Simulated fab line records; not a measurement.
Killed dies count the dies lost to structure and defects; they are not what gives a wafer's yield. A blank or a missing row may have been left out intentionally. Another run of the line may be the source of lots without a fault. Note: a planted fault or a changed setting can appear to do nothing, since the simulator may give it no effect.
One fault through the eyes of 2 desks	flow gf180mcu	each desk has only its own numbers; what lay behind them comes last

METROLOGY DESK
Lot by lot, what the gauges showed, no matter which tool ran the lot: averages of those sampled wafers that carry a number. The brackets show how far a lot's mean lies from the usual mean; more than 4 standard deviations puts the lot out of limits, marked OUT.
Columns: A = V1_W_RS at GF_V1_RS_MEAS_24, usual 0.325 ohm/sq; B = V1_W_THK at GF_V1_THK_MEAS_25, usual 363 nm
lot	first seen here	A	B
L312	day 19 08:15	0.324	367
L314	day 20 05:10	0.324	362
L322	day 23 03:23	0.331	351
L327	day 24 17:50	0.326	365
L329	day 25 04:20	0.327	361
L332	day 26 04:24	0.327	355
This desk's verdict: no lot among the 6 shows anything out of limits.

FOR THE TOOL OWNER'S DESK: pvd-sputter-03
At GF_M2_SPUTTER_01 (material TiN, target thk 30 nm, time 25 s) the tool's own readings: per lot run on this tool, the mean of the sampled wafers that have a number. The brackets show how far a lot's mean lies from the usual mean; more than 4 standard deviations puts the lot out of limits, marked OUT.
Columns: A = throttle-valve-pct at GF_M2_SPUTTER_01, usual 29.8 %
lot	first seen here	A
L312	day 19 08:49	29.8
L314	day 20 05:44	30.3
L329	day 25 04:55	30.5
L332	day 26 04:56	31.0
This desk's verdict: no lot among the 4 shows anything out of limits.

TAKEN TOGETHER
The metrology desk saw nothing out of limits.
The tool owner's desk saw nothing out of limits.

WHAT HAD BEEN PUT IN BY THE SIMULATOR
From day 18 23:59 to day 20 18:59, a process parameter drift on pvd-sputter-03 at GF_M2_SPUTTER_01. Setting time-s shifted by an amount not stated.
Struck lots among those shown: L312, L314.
